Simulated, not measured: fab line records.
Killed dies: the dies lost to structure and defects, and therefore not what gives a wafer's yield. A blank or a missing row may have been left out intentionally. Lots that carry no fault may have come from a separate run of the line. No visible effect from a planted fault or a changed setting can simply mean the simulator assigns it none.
Comparing a struck lot with a sound one / flow sky130 / 15 steps out of a route of 708
Sound: the wafers L483.1, L483.5, L483.6. Struck: wafer L491.6. (L491.2, L491.4 of the same lot were not struck and are left out.) The cause comes at the end.
At each step with rows: each side's tool, then ch and its chambers, then its first start. Under that, the readings that differ: sound wafers / struck wafers / difference of the means / sigmas: that difference in standard deviations of wafers without a fault.
alike: readings with means less than 2 such deviations apart, plus words and numbers identical on both sides. not compared: withheld readings, readings lacking a value on some wafer, bounds such as >300 that could conceal the same value, and numbers that have no deviation in the record and whose values overlap.
Wherever a step has rows on one side only, a row that says differs or no value, or a row with sigmas, the two part there. Non-overlapping numbers with no deviation appear without sigmas and do not part them. Lack of a reading on every wafer of one side parts them only where that side has two or more wafers.

SKY_CONTACT_OVL_MEAS_15:
  sound: overlay-01 at day 32 04:17; struck: overlay-02 at day 34 08:35
  alike: CONTACT_OVL
then, 1 step without rows for these wafers: SKY_CONTACT_ETCH_16 (etches BARC in N2/H2, stops on SiO2, time 45.9 s, target depth 60 nm).
SKY_CONTACT_ETCH_17: etches SiO2 in C4F8/O2/Ar, stops on Si3N4, target depth 340 nm.
  sound on rie diel-02 ch 0,1, day 32 04:22; struck on rie diel-01 ch 2, day 34 08:40
reading=oes product au (a.u.); sound=0.889 0.887 0.884; struck=0.902; difference=+0.015; sigmas=+4
then, 1 step without rows for these wafers: SKY_CONTACT_ETCH_18 (etches Si3N4 in CHF3/O2, stops on TiN, time 39 s, target depth 75 nm).
SKY_CONTACT_STRIP_19: strips in O2/N2.
  sound on plasma asher-04 ch 0,1, day 32 04:27; struck on plasma asher-04 ch 1, day 34 08:45
  alike: drypump motor current A, oes product au, strip time to endpoint s
  not compared: rf hours counter h
then, 3 steps without rows for these wafers: SKY_CONTACT_STRIP_20 (strips in post etch residue remover, time 1200 s); SKY_CONTACT_CLEAN_21 (cleans in IPA, time 180 s); SKY_CONTACT_CLEAN_22 (cleans in O3/DIW).
SKY_CONTACT_SPUTTER_23: material TiN, target thk 20 nm, time 80 s.
  sound: pvd sputter-01 at day 32 05:29; struck: pvd sputter-03 at day 34 09:22
  alike: throttle valve pct
SKY_CONTACT_CVD_24: deposits W, target thk 340 nm, time 102.12 s.
  sound on cvd w-02 ch 0,1, day 32 05:33; struck on cvd w-02 ch 0, day 34 09:26
  alike: heater power w
SKY_CONTACT_RS_MEAS_25: uses a four-point probe to measure.
  sound: film metro-01 at day 32 05:40; struck: film metro-01 at day 34 09:34
  alike: CONTACT_W_RS
SKY_CONTACT_THK_MEAS_26: measures by xrf.
  sound: film metro-01 at day 32 05:47; struck: film metro-01 at day 34 09:40
  alike: CONTACT_W_THK
SKY_CONTACT_CMP_27: polishes, stops on SiO2, t overpolish 15 s, target thk 0 nm.
  sound on cmp-02 ch 1,2,3, day 32 06:07; struck on cmp-01 ch 2, day 34 09:43
reading=overpolish run s (s); sound=15.031 15.005 14.993; struck=8.475; difference=-6.535; sigmas=-99 or more
reading=t overpolish s (s); sound=15 15 15; struck=8.4701; difference=-6.5299; sigmas=
  alike: motor current A, retaining ring pressure frac, time to endpoint s
SKY_METAL1_SPUTTER_00: material Ti, target thk 15 nm, time 10 s.
  sound: pvd sputter-02 at day 32 06:19; struck: pvd sputter-03 at day 34 10:01
  alike: throttle valve pct
-- the record jumps here: 14 days lie between the struck wafers' starts before and after (it left off in module METAL1 and takes up again in module PAD_OPEN, whose first step shown is number 708 of the route) --
SKY_PAD_OPEN_PROBE_99:
  sound: prober-01 at day 46 05:53; struck: prober-01 at day 47 23:16
  alike: killed_at_M0_to_M3, killed_at_M4_up, killed at contacts, killed at front end, killed at other, killed dies, killed open, killed short

## WHERE THEY PART
At SKY_CONTACT_ETCH_17 first; at SKY_CONTACT_CMP_27 last (within this record only). Later steps at which nothing parts them and some readings are alike: SKY_METAL1_SPUTTER_00, SKY_PAD_OPEN_PROBE_99.

WHY: the cause the simulator had injected
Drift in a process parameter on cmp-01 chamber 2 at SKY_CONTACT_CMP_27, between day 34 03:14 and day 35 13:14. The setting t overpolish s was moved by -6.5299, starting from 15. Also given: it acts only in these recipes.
